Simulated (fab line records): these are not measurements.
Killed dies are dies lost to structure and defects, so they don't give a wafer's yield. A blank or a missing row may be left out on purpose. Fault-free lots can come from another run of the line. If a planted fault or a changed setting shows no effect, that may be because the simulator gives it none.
One fault seen from 2 desks + flow sky130 + each desk has only its own numbers; what lay behind them comes last

METROLOGY DESK
What the gauges read for every lot (on any tool): the sampled wafers with a number, averaged. Any lot whose mean is over 4 standard deviations away from the usual mean is out of limits and marked OUT; that distance is given in the brackets.
Columns: A = VIA1_W_THK at SKY_VIA1_THK_MEAS_23, usual 270 nm; B = CAPM_TIN_RS at SKY_CAPM_RS_MEAS_03, usual 6.95 ohm/sq
| lot  | first seen here | A   | B    |
|------|-----------------|-----|------|
| L512 | day 34 14:22    | 272 | 6.94 |
| L514 | day 35 07:22    | 271 | 6.86 |
| L516 | day 35 17:18    | 274 | 7.03 |
| L517 | day 36 06:28    | 272 | 6.90 |
| L519 | day 36 21:00    | 270 | 6.88 |
| L518 | day 36 23:00    | 270 | 6.96 |
| L520 | day 37 07:47    | 271 | 6.92 |
| L521 | day 37 21:22    | 269 | 6.95 |
| L522 | day 38 03:24    | 264 | 7.03 |
| L526 | day 39 02:03    | 275 | 6.89 |
| L530 | day 40 14:25    | 267 | 7.00 |
| L532 | day 40 21:04    | 275 | 6.98 |
| L533 | day 41 00:56    | 265 | 6.98 |
This desk found nothing out of limits on any of the 13 lots.

FOR THE TOOL OWNER'S DESK: pvdSputter-02
At SKY_METAL3_SPUTTER_04 (material TiN, target thk 70 nm, time 58.3 s) the tool's own readings: per lot run on this tool, the mean of the sampled wafers that have a number. Any lot whose mean is over 4 standard deviations away from the usual mean is out of limits and marked OUT; that distance is given in the brackets.
Columns: A = cathodeDcPowerW at SKY_METAL3_SPUTTER_04, usual 6499.9 W; B = throttleValvePct at SKY_METAL3_SPUTTER_04, usual 29.7 %
| lot  | first seen here | A                        | B    |
|------|-----------------|--------------------------|------|
| L517 | day 38 13:43    | 6499.8                   | 28.9 |
| L521 | day 40 06:18    | 6499.5                   | 29.2 |
| L530 | day 42 17:44    | 5540.3 (-99 or more) OUT | 28.7 |
This desk's finding: out of limits on L530; first on L530, day 42 17:44 (cathodeDcPowerW at SKY_METAL3_SPUTTER_04). L517, L521 stayed within limits.

PUT TOGETHER
The tool owner's desk could have raised an alarm at day 42 17:44, on L530.
Nothing out of limits was seen by the metrology desk.
The metrology desk has L530 on record, within its limits.
All the named lots went through SKY_METAL3_SPUTTER_04 on pvdSputter-02.

WHAT THE SIMULATOR PUT IN
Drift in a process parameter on pvdSputter-02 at SKY_METAL3_SPUTTER_04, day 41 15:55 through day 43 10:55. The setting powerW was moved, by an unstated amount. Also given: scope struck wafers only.
Struck lots among those shown: L530.
Each desk's first reading out of limits, in hours after the fault started: the tool owner's desk, 26.
